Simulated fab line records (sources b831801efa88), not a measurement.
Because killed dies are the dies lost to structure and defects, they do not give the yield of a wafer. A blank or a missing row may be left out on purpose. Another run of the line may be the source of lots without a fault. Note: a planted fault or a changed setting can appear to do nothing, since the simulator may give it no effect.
2 desks looking at one fault    flow sky130    only its own numbers are on each desk; what lay behind them is given at the end

THE METROLOGY DESK
Means of the sampled wafers that have a number, per lot and without regard to the tool the lot ran on: this is what the gauges read. The brackets show how far a lot's mean lies from the usual mean; more than 4 standard deviations puts the lot out of limits, marked OUT.
Columns: A = SONOS_ONO_CVD_04_THK at SKY_SONOS_ONO_THK_MEAS_05, usual 5.75 nm; B = SONOS_ONO_OVL at SKY_SONOS_ONO_OVL_MEAS_14, usual 0.7 nm
lot   first seen here  A     B
L126  day 12 14:30     5.80  1.2
L129  day 13 14:35     5.89  -0.2
L131  day 14 06:23     5.95  2.2
L138  day 16 12:46     5.60  0.9
L140  day 17 04:29     5.82  1.9
L141  day 17 18:30     5.69  0.4
L142  day 18 09:20     5.69  1.4
L143  day 18 13:58     5.58  0.7
L144  day 18 15:12     5.84  0.2
L145  day 19 01:23     5.62  0.7
L146  day 20 11:41     5.65  1.1
This desk found nothing out of limits on any of the 11 lots.

THE TOOL OWNER'S DESK: rie si-01
The tool's own readings at SKY_POLY_GATE_ETCH_17 (etches poly-Si in HBr/Cl2, stops on SiO2, target depth 180 nm, time 70.5 s): means of the sampled wafers that have a number, for each lot that ran on this tool. The brackets show how far a lot's mean lies from the usual mean; more than 4 standard deviations puts the lot out of limits, marked OUT.
Columns: A = bias w at SKY_POLY_GATE_ETCH_17, usual 100.0 W; B = drypump motor current A at SKY_POLY_GATE_ETCH_17, usual 5.8 A; C = oes product au at SKY_POLY_GATE_ETCH_17, usual 0.981 a.u.; D = run length s at SKY_POLY_GATE_ETCH_17, usual 98.9 s; E = throttle valve pct at SKY_POLY_GATE_ETCH_17, usual 33.686 %
lot   first seen here  A      B    C      D               E
L126  day 17 10:37     99.9   5.8  0.987  98.7            33.689
L129  day 18 14:49     -      5.5  0.990  82.9 (-35) OUT  33.692
L131  day 19 12:25     -      5.8  0.981  82.8 (-35) OUT  33.674
L138  day 22 00:37     99.8   5.4  0.979  99.1            33.679
L140  day 22 14:52     100.3  5.8  0.981  98.8            33.686
L142  day 23 17:46     99.9   5.4  0.984  99.0            33.674
L144  day 24 20:22     100.2  5.5  0.981  99.1            33.686
L145  day 24 21:01     99.7   5.8  0.985  98.8            33.694
L146  day 25 16:49     100.3  5.8  0.976  99.1            33.686
Finding of this desk: L129, L131 out of limits; the first was L129 at day 18 14:49, on run length s at SKY_POLY_GATE_ETCH_17. L126, L138, L140, L142, L144, L145, L146: within limits.

PUT TOGETHER
At day 18 14:49, on L129, L131, the tool owner's desk was in a position to raise an alarm.
At the metrology desk, nothing out of limits was observed.
The metrology desk holds a record of L129, L131, inside its limits.
All the named lots went through SKY_POLY_GATE_ETCH_17 on rie si-01.

WHAT THE SIMULATOR PUT IN
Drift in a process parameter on rie si-01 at SKY_POLY_GATE_ETCH_17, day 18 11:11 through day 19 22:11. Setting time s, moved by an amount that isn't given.
Struck lots among those shown: L129, L131.
Hours from the fault's start to each desk's first reading out of limits: the tool owner's desk, 4.
